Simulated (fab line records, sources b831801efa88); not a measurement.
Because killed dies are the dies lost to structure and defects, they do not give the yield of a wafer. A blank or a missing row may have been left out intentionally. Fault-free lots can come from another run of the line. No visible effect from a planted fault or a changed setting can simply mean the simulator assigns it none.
Which tool did it? :: flow gf180mcu :: 15 lots with 45 wafers sampled at 2 steps, on a route of 602 steps

WHAT EACH GAUGE READ, for each wafer
GF_V5_BOW_MEAS_05. Usual: V5_BOW gives 133 um (standard deviation 7.8).
lot: L479
measured: day 26 06:23
on: film metro-04
V5_BOW (um): 132 133 130
flag: 

lot: L482
measured: day 26 23:17
on: film metro-01
V5_BOW (um): 138 124 138
flag: 

lot: L483
measured: day 27 20:04
on: film metro-01
V5_BOW (um): 134 135 139
flag: 

lot: L484
measured: day 27 20:37
on: film metro-01
V5_BOW (um): 124 126 122
flag: 

lot: L485
measured: day 28 03:08
on: film metro-01
V5_BOW (um): 142 135 138
flag: 

lot: L487
measured: day 28 23:55
on: film metro-01
V5_BOW (um): 127 133 139
flag: 

lot: L488
measured: day 29 05:15
on: film metro-01
V5_BOW (um): 133 139 125
flag: 

lot: L489
measured: day 29 16:51
on: film metro-01
V5_BOW (um): 133 134 119
flag: 

lot: L490
measured: day 30 00:14
on: film metro-02
V5_BOW (um): 146 138 136
flag: 

lot: L491
measured: day 30 02:44
on: film metro-01
V5_BOW (um): 133 133 132
flag: 

lot: L492
measured: day 30 08:48
on: film metro-04
V5_BOW (um): 131 128 131
flag: 

lot: L493
measured: day 30 17:04
on: film metro-01
V5_BOW (um): 124 125 131
flag: 

lot: L499
measured: day 32 03:46
on: film metro-04
V5_BOW (um): 138 124 115
flag: 

lot: L500
measured: day 32 08:11
on: film metro-01
V5_BOW (um): 124 121 124
flag: 

lot: L501
measured: day 32 14:18
on: film metro-02
V5_BOW (um): 142 147 146
flag: 

TOOL THAT RAN EACH LOT (tool first, then ch and the chambers of the sampled wafers, then the start)
lot: L479
GF_MIM_SPUTTER_00: pvd sputter-03, day 24 10:00

lot: L482
GF_MIM_SPUTTER_00: pvd sputter-02, day 25 03:09

lot: L483
GF_MIM_SPUTTER_00: pvd sputter-02, day 26 00:23

lot: L484
GF_MIM_SPUTTER_00: pvd sputter-03, day 26 00:55

lot: L485
GF_MIM_SPUTTER_00: pvd sputter-02, day 26 09:29

lot: L487
GF_MIM_SPUTTER_00: pvd sputter-03, day 27 06:15

lot: L488
GF_MIM_SPUTTER_00: pvd sputter-02, day 27 11:37

lot: L489
GF_MIM_SPUTTER_00: pvd sputter-02, day 28 00:26

lot: L490
GF_MIM_SPUTTER_00: pvd sputter-03, day 28 09:02

lot: L491
GF_MIM_SPUTTER_00: pvd sputter-03, day 28 11:16

lot: L492
GF_MIM_SPUTTER_00: pvd sputter-02, day 28 16:49

lot: L493
GF_MIM_SPUTTER_00: pvd sputter-03, day 29 01:23

lot: L499
GF_MIM_SPUTTER_00: pvd sputter-01, day 30 15:26

lot: L500
GF_MIM_SPUTTER_00: pvd sputter-01, day 30 19:34

lot: L501
GF_MIM_SPUTTER_00: pvd sputter-02, day 31 01:22
- GF_MIM_SPUTTER_00: material Ti, target thk 37.5 nm, time 150 s.

WHAT THE TOOLS THEMSELVES READ (means of the sampled wafers that have a number; where no wafer has one, the mark that the record gives instead)
GF_MIM_SPUTTER_00. Usual: cathode dc power W 3999.9 W, standard deviation 0.73; chamber pressure pa 1.999 Pa, standard deviation 0.0042; throttle valve pct 30.3 %, standard deviation 0.99.
lot: L479
tool: pvd sputter-03
cathode dc power W (W): 3999.8
chamber pressure pa (Pa): 1.998
throttle valve pct (%): 30.1
flag: 

lot: L482
tool: pvd sputter-02
cathode dc power W (W): 3999.6
chamber pressure pa (Pa): 2.000
throttle valve pct (%): 29.9
flag: 

lot: L483
tool: pvd sputter-02
cathode dc power W (W): 4000.3
chamber pressure pa (Pa): 2.000
throttle valve pct (%): 29.8
flag: 

lot: L484
tool: pvd sputter-03
cathode dc power W (W): 4000.2
chamber pressure pa (Pa): 1.995
throttle valve pct (%): 30.6
flag: 

lot: L485
tool: pvd sputter-02
cathode dc power W (W): 4000.0
chamber pressure pa (Pa): 2.001
throttle valve pct (%): 31.1
flag: 

lot: L487
tool: pvd sputter-03
cathode dc power W (W): 4000.1
chamber pressure pa (Pa): 1.997
throttle valve pct (%): 30.4
flag: 

lot: L488
tool: pvd sputter-02
cathode dc power W (W): 4000.0
chamber pressure pa (Pa): 1.999
throttle valve pct (%): 29.8
flag: 

lot: L489
tool: pvd sputter-02
cathode dc power W (W): 3999.5
chamber pressure pa (Pa): 2.002
throttle valve pct (%): 29.8
flag: 

lot: L490
tool: pvd sputter-03
cathode dc power W (W): 4000.2
chamber pressure pa (Pa): 2.001
throttle valve pct (%): 30.5
flag: 

lot: L491
tool: pvd sputter-03
cathode dc power W (W): 3999.8
chamber pressure pa (Pa): 1.993
throttle valve pct (%): 30.3
flag: 

lot: L492
tool: pvd sputter-02
cathode dc power W (W): 3999.8
chamber pressure pa (Pa): 2.001
throttle valve pct (%): 29.9
flag: 

lot: L493
tool: pvd sputter-03
cathode dc power W (W): 3999.7
chamber pressure pa (Pa): 1.994
throttle valve pct (%): 30.1
flag: 

lot: L499
tool: pvd sputter-01
cathode dc power W (W): 4000.5
chamber pressure pa (Pa): 2.004
throttle valve pct (%): 30.7
flag: 

lot: L500
tool: pvd sputter-01
cathode dc power W (W): 3999.5
chamber pressure pa (Pa): 2.000
throttle valve pct (%): 30.1
flag: 

lot: L501
tool: pvd sputter-02
cathode dc power W (W): 4000.2
chamber pressure pa (Pa): 1.999
throttle valve pct (%): 29.6
flag: 

THE ANSWER, worked out from the rows above alone
Rule: lot off if the mean of its wafers having a number is beyond 3 standard deviations from the usual mean. Also off: a lot with no number at a reading for which 4 or more lots have one. Any other lot the step has rows for is counted as sound. After the gauges, taken in route order, come the tools' own readings; for these a lot's mean is taken, as printed above. At the first step where some lot is off, the reading lying furthest off is the one used; lots without a number count as furthest.
No lot is off on any of the readings shown, so nothing can be concluded from this.

WHAT THE SIMULATOR HAD PUT IN
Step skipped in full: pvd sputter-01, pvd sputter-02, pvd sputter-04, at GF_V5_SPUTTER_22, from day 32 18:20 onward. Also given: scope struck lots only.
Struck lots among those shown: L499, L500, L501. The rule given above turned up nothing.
